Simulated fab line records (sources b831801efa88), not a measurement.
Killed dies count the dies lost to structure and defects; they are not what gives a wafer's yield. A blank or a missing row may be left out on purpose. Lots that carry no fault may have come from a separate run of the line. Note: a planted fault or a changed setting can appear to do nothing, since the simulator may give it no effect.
A lot that was struck, set against a sound lot -- flow sfqLine -- 31 out of 325 route steps
Sound: the wafers L840.2, L840.3, L840.5. Struck: wafers L849.5, L849.6 (left out: L849.4, a lot-mate that was not struck); the cause follows at the end.
Order at every step that has rows: each side's tool, ch and its chambers, its first start. Under that, the readings that differ: sound wafers -- struck wafers -- difference of the means -- sigmas: that difference in standard deviations of wafers without a fault.
alike: same words and numbers on both sides, and readings whose means sit less than 2 such deviations apart. not compared: any withheld reading, any reading some wafer has no value for, any bound like >300 that may hide the same value, and any number with overlapping values for which the record gives no deviation.
Wherever a step has rows on one side only, a row that says differs or no value, or a row with sigmas, the two part there. Numbers that have no deviation but don't overlap get no sigmas and don't part them. Lack of a reading on every wafer of one side parts them only where that side has two or more wafers.

SFQ_INCOMING_BOW_MEAS_900:
  sound on filmMetro-02 at day 1 15:01; struck on filmMetro-03 at day 3 12:04
  alike: INCOMING_BOW
then, 1 step without rows for these wafers: SFQ_TRILAYER_INCOMING_OXIDATION_002 (target thk 500 nm, ox time 4939 s).
SFQ_TRILAYER_L0_DEP_SPUTTER_003: material MoNx KI, target thk 40 nm, time 100 s.
  sound on pvdSputter-03 at day 1 17:29; struck on pvdSputter-05 at day 3 14:29
reading,sound,struck,difference,sigmas
model.MoNx_KI_of_TRILAYER_L0_DEP_SPUTTER_003.thkNm (nm),40.14 40.16 40.05,35.05 34.96,-5.11,
  alike: throttleValvePct
SFQ_L0_RS_MEAS_901: measurement is done with a four-point probe.
  sound on filmMetro-02 at day 1 17:35; struck on filmMetro-01 at day 3 14:55
reading,sound,struck,difference,sigmas
L0_MONX_KI_RS (ohm/sq),43.3 43.3 43.3,49.7 49.7,+6.4,+16
  not compared: hold
SFQ_L0_THK_MEAS_902: measures by xrf.
  sound on filmMetro-02 at day 1 17:41; struck on filmMetro-01 at day 3 20:21
reading,sound,struck,difference,sigmas
L0_MONX_KI_THK (nm),40.1 40.2 40.2,35.4 34.9,-5.0,-10
  not compared: hold
then, 5 steps without rows for these wafers: SFQ_TRILAYER_L0_LITHO_COAT_005 (resist thk 600 nm); SFQ_TRILAYER_L0_LITHO_SOFTBAKE_009; SFQ_TRILAYER_L0_LITHO_EXPOSE_006 (exposes mask L0, target cd 2000 nm); SFQ_TRILAYER_L0_LITHO_PEB_008 (peb time 60 s); SFQ_TRILAYER_L0_LITHO_DEVELOP_007 (time 60 s).
-- the record jumps here: 3 days lie between the struck wafers' starts before and after --
SFQ_TRILAYER_L0_BARC_OPEN_METAL_ETCH_010: etches BARC in O2, target depth 125 nm, time 41.7 s.
  sound on rieMetal-01 ch 0,1, day 4 08:32; struck on rieMetal-02 ch 0,1, day 6 19:00
  alike: drypumpMotorCurrentA, oesProductAu
  not compared: rfHoursCounterH
SFQ_TRILAYER_L0_ETCH_METAL_ETCH_008: etches MoNx KI in SF6/O2, stops on SiO2, target depth 50 nm, time 25 s.
  sound on rieMetal-01 ch 0,1, day 4 08:35; struck on rieMetal-02 ch 0,1, day 6 19:04
reading,sound,struck,difference,sigmas
oesProductAu (a.u.),0.877 0.870 0.874,0.812 0.807,-0.064,-10
  alike: drypumpMotorCurrentA
  not compared: rfHoursCounterH
SFQ_TRILAYER_L0_STRIP_STRIP_009: strips in O2.
  sound on rieMetal-01 ch 0,1, day 4 08:38; struck on rieMetal-02 ch 0,1, day 6 19:17
  alike: drypumpMotorCurrentA, oesProductAu
  not compared: rfHoursCounterH
then, 1 step without rows for these wafers: SFQ_TRILAYER_L0_STRIP_SOLV_CLEAN_010 (cleans in NMP, time 600 s).
SFQ_TRILAYER_L0_CAP_PECVD_011: deposits SiO2 from SiH4/N2O, time 13.333 s, target thk 60 nm.
  sound on pecvd-03 ch 1,2, day 4 09:25; struck on pecvd-02 ch 0,1, day 6 19:52
reading,sound,struck,difference,sigmas
throttleValvePct (%),24.4 23.6 23.5,25.8 26.1,+2.1,+2
  alike: heaterPowerW
then, 6 steps without rows for these wafers: SFQ_TRILAYER_L0_VIA_LITHO_COAT_018 (resist thk 62 nm); SFQ_TRILAYER_L0_VIA_LITHO_COAT_013 (resist thk 650 nm); SFQ_TRILAYER_L0_VIA_LITHO_SOFTBAKE_017; SFQ_TRILAYER_L0_VIA_LITHO_EXPOSE_014 (exposes mask L0V, target cd 700 nm); SFQ_TRILAYER_L0_VIA_LITHO_PEB_016 (peb time 60 s); SFQ_TRILAYER_L0_VIA_LITHO_DEVELOP_015 (time 60 s).
-- the record jumps here: 4 days lie between the struck wafers' starts before and after --
SFQ_L0V_OVL_MEAS_903:
  sound on overlay-02 at day 7 15:23; struck on overlay-02 at day 11 01:28
  alike: L0V_OVL
SFQ_TRILAYER_L0_VIA_BARC_OPEN_VIA_ETCH_021: etches BARC in O2, target depth 125 nm, time 41.7 s.
  sound on rieDiel-04 ch 0,1, day 7 15:25; struck on rieDiel-01 ch 2,3, day 11 01:29
  alike: drypumpMotorCurrentA, oesProductAu
  not compared: rfHoursCounterH
SFQ_TRILAYER_L0_VIA_ETCH_VIA_ETCH_016: etches SiO2 in CHF3, stops on MoNx KI, target depth 80 nm.
  sound on rieDiel-04 ch 0,1, day 7 15:28; struck on rieDiel-01 ch 2,3, day 11 01:32
  alike: drypumpMotorCurrentA, oesProductAu
then, 4 steps without rows for these wafers: SFQ_TRILAYER_L0_VIA_STRIP_STRIP_017 (strips in O2); SFQ_TRILAYER_L0_VIA_STRIP_SOLV_CLEAN_018 (cleans in NMP, time 600 s); SFQ_TRILAYER_M0_DEP_PRE_CLEAN_020 (time 15 s); SFQ_TRILAYER_M0_DEP_SPUTTER_019 (material Nb, target thk 200 nm, time 133.3 s).
SFQ_M0_RS_MEAS_904: measurement is done with a four-point probe.
  sound on filmMetro-01 at day 7 16:25; struck on filmMetro-03 at day 11 02:32
  alike: M0_NB_RS
then, 1 step without rows for these wafers: SFQ_TRILAYER_M0_LITHO_COAT_026 (resist thk 62 nm).
-- the record jumps here: 79 days lie between the struck wafers' starts before and after --
SFQ_M8_BOW_MEAS_951:
  sound on filmMetro-04 at day 79 09:51; struck on filmMetro-04 at day 90 10:57
reading,sound,struck,difference,sigmas
model.etest.l0v.linkOhm,44.26 44.24 44.36,50.55 50.69,+6.33,
model.etest.l0.ohmSq,43.34 43.31 43.44,49.64 49.77,+6.34,
model.etest.l0.ohmUm,21.65 21.65 21.72,24.81 24.89,+3.18,
  alike: M8_BOW

## WHERE THEY PART
Earliest at SFQ_L0_RS_MEAS_901; latest, in this record, at SFQ_TRILAYER_L0_CAP_PECVD_011. Later steps at which nothing parts them and some readings are alike: SFQ_L0V_OVL_MEAS_903, SFQ_TRILAYER_L0_VIA_BARC_OPEN_VIA_ETCH_021, SFQ_TRILAYER_L0_VIA_ETCH_VIA_ETCH_016, SFQ_M0_RS_MEAS_904, SFQ_M8_BOW_MEAS_951.

WHY: the cause the simulator had injected
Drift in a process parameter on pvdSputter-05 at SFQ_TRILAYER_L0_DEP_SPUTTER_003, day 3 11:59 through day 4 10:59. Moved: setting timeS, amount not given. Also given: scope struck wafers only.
